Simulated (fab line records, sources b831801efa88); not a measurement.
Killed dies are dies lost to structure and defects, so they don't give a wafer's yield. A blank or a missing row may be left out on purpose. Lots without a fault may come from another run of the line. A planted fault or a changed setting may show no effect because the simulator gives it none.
Which tool did it? | flow gf180mcu | 15 lots, 45 wafers sampled, at 5 steps of a route of 602

WHAT THE GAUGES READ, wafer by wafer
The record holds no reading of a measuring or inspecting step that can be judged against a usual standard deviation.

WHICH TOOL RAN EACH LOT (tool, then ch and the chambers of the sampled wafers, then the start)
lot  | GF_V2_ETCH_17                      | GF_V2_STRIP_18                       | GF_V2_SPUTTER_21             | GF_V2_SPUTTER_22             | GF_M3_SPUTTER_02
L395 | rie_diel-01 ch 0,1,3, day 20 08:00 | plasma_asher-01 ch 1, day 20 08:59   | pvd_sputter-04, day 20 09:32 | pvd_sputter-04, day 20 09:35 | pvd_sputter-03, day 20 10:21
L396 | rie_diel-02 ch 0,1,2, day 20 11:00 | plasma_asher-01 ch 0,1, day 20 11:40 | pvd_sputter-01, day 20 12:12 | pvd_sputter-01, day 20 12:16 | pvd_sputter-02, day 20 13:08
L397 | rie_diel-01 ch 0,3, day 21 00:00   | plasma_asher-04 ch 0,1, day 21 00:50 | pvd_sputter-01, day 21 01:27 | pvd_sputter-01, day 21 01:31 | pvd_sputter-04, day 21 02:30
L399 | rie_diel-04 ch 0,1,3, day 22 00:00 | plasma_asher-01 ch 0,1, day 22 00:47 | pvd_sputter-01, day 22 01:20 | pvd_sputter-01, day 22 01:23 | pvd_sputter-03, day 22 02:09
L400 | rie_diel-04 ch 0,1, day 22 10:00   | plasma_asher-02 ch 0,1, day 22 10:26 | pvd_sputter-01, day 22 11:05 | pvd_sputter-01, day 22 11:08 | pvd_sputter-04, day 22 11:54
L401 | rie_diel-02 ch 0,1, day 22 16:00   | plasma_asher-02 ch 0,1, day 22 16:44 | pvd_sputter-04, day 22 17:16 | pvd_sputter-04, day 22 17:20 | pvd_sputter-02, day 22 18:05
L403 | rie_diel-01 ch 0,1,2, day 23 08:00 | plasma_asher-04 ch 0,1, day 23 08:23 | pvd_sputter-04, day 23 08:56 | pvd_sputter-04, day 23 09:00 | -
L404 | rie_diel-04 ch 0,1,2, day 23 13:00 | plasma_asher-02 ch 0, day 23 13:44   | pvd_sputter-02, day 23 14:18 | pvd_sputter-02, day 23 14:22 | -
L405 | rie_diel-02 ch 0,1,2, day 24 00:00 | plasma_asher-04 ch 0,1, day 24 00:23 | pvd_sputter-02, day 24 01:16 | pvd_sputter-02, day 24 01:19 | -
L408 | rie_diel-02 ch 0,1, day 25 00:00   | plasma_asher-04 ch 0,1, day 25 00:22 | pvd_sputter-01, day 25 00:52 | pvd_sputter-01, day 25 00:56 | pvd_sputter-02, day 25 01:50
L414 | rie_diel-04 ch 0,2,3, day 26 17:00 | plasma_asher-04 ch 0,1, day 26 17:44 | pvd_sputter-02, day 26 18:16 | pvd_sputter-02, day 26 18:20 | pvd_sputter-02, day 26 19:05
L415 | rie_diel-04 ch 0,1, day 26 23:00   | plasma_asher-01 ch 0,1, day 26 23:29 | pvd_sputter-01, day 27 00:01 | pvd_sputter-01, day 27 00:04 | pvd_sputter-02, day 27 00:50
L416 | rie_diel-02 ch 0,3, day 27 11:00   | plasma_asher-04 ch 1, day 27 11:50   | pvd_sputter-04, day 27 12:24 | pvd_sputter-04, day 27 12:28 | pvd_sputter-03, day 27 13:13
L417 | rie_diel-01 ch 1,3, day 27 13:00   | plasma_asher-02 ch 0,1, day 27 13:14 | pvd_sputter-02, day 27 13:47 | pvd_sputter-02, day 27 13:50 | pvd_sputter-04, day 27 14:36
L418 | rie_diel-04 ch 1,3, day 27 19:00   | plasma_asher-01 ch 0,1, day 27 19:38 | pvd_sputter-02, day 27 20:12 | pvd_sputter-02, day 27 20:16 | pvd_sputter-03, day 27 21:01
- GF_V2_ETCH_17: etches SiO2 in C4F8/O2/Ar, stops on TiN, target depth 630 nm.
- GF_V2_STRIP_18: strips in O2/N2.
- GF_V2_SPUTTER_21: material Ti, target thk 15 nm, time 80.02 s.
- GF_V2_SPUTTER_22: material TiN, target thk 10 nm, time 40.64 s.
- GF_M3_SPUTTER_02: material AlCu, target thk 450 nm, time 23.9 s.

WHAT THE TOOLS THEMSELVES READ (means of the sampled wafers that have a number; where no wafer has one, the mark that the record gives instead)
GF_V2_ETCH_17.
lot  | tool        | bias_w (W) | chamber_pressure_mTorr (mTorr) | oes_product_au (a.u.)
L395 | rie_diel-01 | 1198       | 39.99                          | 0.856
L396 | rie_diel-02 | 1200       | 40.00                          | 0.858
L397 | rie_diel-01 | 1198       | 39.96                          | 0.855
L399 | rie_diel-04 | 1201       | 40.04                          | 0.849
L400 | rie_diel-04 | 1203       | 40.01                          | 0.856
L401 | rie_diel-02 | 1201       | 40.00                          | 0.858
L403 | rie_diel-01 | -          | -                              | -
L404 | rie_diel-04 | -          | -                              | -
L405 | rie_diel-02 | -          | -                              | -
L408 | rie_diel-02 | 1199       | 39.99                          | 0.856
L414 | rie_diel-04 | 1202       | 40.00                          | 0.859
L415 | rie_diel-04 | 1201       | 40.00                          | 0.853
L416 | rie_diel-02 | 1202       | 39.98                          | 0.858
L417 | rie_diel-01 | 1198       | 40.00                          | 0.848
L418 | rie_diel-04 | 1199       | 40.02                          | 0.855

GF_V2_STRIP_18.
lot  | tool            | drypump_motor_current_A (A) | heater_power_w (W) | oes_product_au (a.u.)
L395 | plasma_asher-01 | 4.7                         | 275                | 0.594
L396 | plasma_asher-01 | 5.0                         | 319                | 0.595
L397 | plasma_asher-04 | 6.3                         | 316                | 0.593
L399 | plasma_asher-01 | 5.0                         | 321                | 0.595
L400 | plasma_asher-02 | 6.2                         | 291                | 0.593
L401 | plasma_asher-02 | 6.1                         | 290                | 0.593
L403 | plasma_asher-04 | 6.3                         | 318                | 0.667
L404 | plasma_asher-02 | 6.4                         | 283                | 0.662
L405 | plasma_asher-04 | 6.1                         | 293                | 0.666
L408 | plasma_asher-04 | 6.1                         | 293                | 0.592
L414 | plasma_asher-04 | 6.3                         | 312                | 0.592
L415 | plasma_asher-01 | 5.0                         | 321                | 0.594
L416 | plasma_asher-04 | 6.4                         | 332                | 0.596
L417 | plasma_asher-02 | 5.9                         | 297                | 0.587
L418 | plasma_asher-01 | 5.0                         | 319                | 0.590

GF_V2_SPUTTER_21.
lot  | tool           | throttle_valve_pct (%)
L395 | pvd_sputter-04 | 30.2
L396 | pvd_sputter-01 | 29.8
L397 | pvd_sputter-01 | 30.9
L399 | pvd_sputter-01 | 31.3
L400 | pvd_sputter-01 | 29.7
L401 | pvd_sputter-04 | 29.5
L403 | pvd_sputter-04 | 30.0
L404 | pvd_sputter-02 | 30.2
L405 | pvd_sputter-02 | 30.3
L408 | pvd_sputter-01 | 31.7
L414 | pvd_sputter-02 | 29.5
L415 | pvd_sputter-01 | 32.3
L416 | pvd_sputter-04 | 30.4
L417 | pvd_sputter-02 | 30.1
L418 | pvd_sputter-02 | 30.8

GF_V2_SPUTTER_22.
lot  | tool           | throttle_valve_pct (%)
L395 | pvd_sputter-04 | 30.3
L396 | pvd_sputter-01 | 29.8
L397 | pvd_sputter-01 | 30.7
L399 | pvd_sputter-01 | 31.4
L400 | pvd_sputter-01 | 29.7
L401 | pvd_sputter-04 | 29.6
L403 | pvd_sputter-04 | 29.9
L404 | pvd_sputter-02 | 30.0
L405 | pvd_sputter-02 | 30.4
L408 | pvd_sputter-01 | 31.9
L414 | pvd_sputter-02 | 29.6
L415 | pvd_sputter-01 | 32.3
L416 | pvd_sputter-04 | 30.5
L417 | pvd_sputter-02 | 30.2
L418 | pvd_sputter-02 | 30.7

GF_M3_SPUTTER_02.
lot  | tool           | throttle_valve_pct (%)
L395 | pvd_sputter-03 | 29.1
L396 | pvd_sputter-02 | 30.6
L397 | pvd_sputter-04 | 29.2
L399 | pvd_sputter-03 | 29.4
L400 | pvd_sputter-04 | 30.3
L401 | pvd_sputter-02 | 30.9
L408 | pvd_sputter-02 | 29.8
L414 | pvd_sputter-02 | 29.6
L415 | pvd_sputter-02 | 30.8
L416 | pvd_sputter-03 | 29.1
L417 | pvd_sputter-04 | 30.3
L418 | pvd_sputter-03 | 29.5

THE ANSWER, worked out from the rows above alone
Rule: what is usual is taken from the lots themselves. Put in order of their means at a reading, lots are off if they are a third of the lots or fewer, leave a main group of 4 or more, and stand apart from it by a gap of 3 or more times the standard deviation of the main group's means; of several such gaps the widest counts. A main group whose means are all the same, to the digits that the tables above print for the reading, isn't used. A lot without any number at a reading at which 4 lots or more have one is off too. The other lots that the step has rows for count as sound. The gauges are gone through in route order, then the tools' own readings, and for those a lot's mean is taken as printed above. The first step at which some lot is off is used, and at that step the reading that is off furthest; a lot without a number counts as furthest.
Off: L403, L404, L405, at GF_V2_ETCH_17 (bias_w). Without a number there: L403, L404, L405. The main group: mean 1200 W, standard deviation 1.7.
A tool fits if, at that step or a process step before it, it ran every lot that is off, and no sound lot after the first of them. None of those tried fits.

WHAT THE SIMULATOR HAD PUT IN
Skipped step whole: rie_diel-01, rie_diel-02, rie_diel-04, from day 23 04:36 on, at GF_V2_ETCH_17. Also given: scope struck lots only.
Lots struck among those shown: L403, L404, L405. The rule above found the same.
